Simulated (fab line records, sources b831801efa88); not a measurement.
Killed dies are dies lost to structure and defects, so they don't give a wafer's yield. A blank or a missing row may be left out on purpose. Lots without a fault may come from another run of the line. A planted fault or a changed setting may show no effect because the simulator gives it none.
Chamber matching | flow sky130 | SKY_PAD_OPEN_ETCH_07 on rie_diel-01: 4 sister chambers
The step etches the open film in CF4/O2, stops on AlCu, target depth 725 nm, time 161.1 s. 4 wafers are shown with their chamber, then 12 later ones without.

WAFERS WITH THEIR CHAMBER
wafer  | chamber | drypump_motor_current_A (A)
L085.2 | 1       | 5.5
L092.1 | 3       | 5.5
L092.2 | 0       | 5.0
L092.3 | 2       | 5.8

WAFERS WITHOUT THEIR CHAMBER
wafer  | drypump_motor_current_A (A)
L092.4 | 5.5
L092.5 | 5.0
L092.6 | 5.5
L093.1 | 5.5
L093.4 | 5.5
L093.5 | 5.8
L094.1 | 5.0
L094.2 | 5.5
L094.3 | 5.8
L097.1 | 5.5
L097.4 | 4.9
L097.6 | 5.5

WHICH CHAMBER EACH WENT THROUGH
wafer  | from the rows above     | in truth
L092.4 | can't be placed: 1 or 3 | 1
L092.5 | 0                       | 0
L092.6 | can't be placed: 1 or 3 | 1
L093.1 | can't be placed: 1 or 3 | 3
L093.4 | can't be placed: 1 or 3 | 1
L093.5 | 2                       | 2
L094.1 | 0                       | 0
L094.2 | can't be placed: 1 or 3 | 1
L094.3 | 2                       | 2
L097.1 | can't be placed: 1 or 3 | 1
L097.4 | 0                       | 0
L097.6 | can't be placed: 1 or 3 | 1
Placed correctly: 5 of 12. Can't be placed from these rows: 7 (the true chamber is among the candidates in 7). Placed wrongly: 0.
How it was worked out, from the rows above alone: a wafer's distance from a chamber is the root of the sum, over the readings, of the square of ((its reading less the chamber's mean) divided by the reading's scatter). The wafer belongs to the nearest chamber; if the next one is less than 2 further off, it can't be placed. A chamber's mean is the mean of its shown wafers. The scatter: with one shown wafer a chamber, the root of the mean of the squares of how far each hidden wafer lies from its nearest shown one.
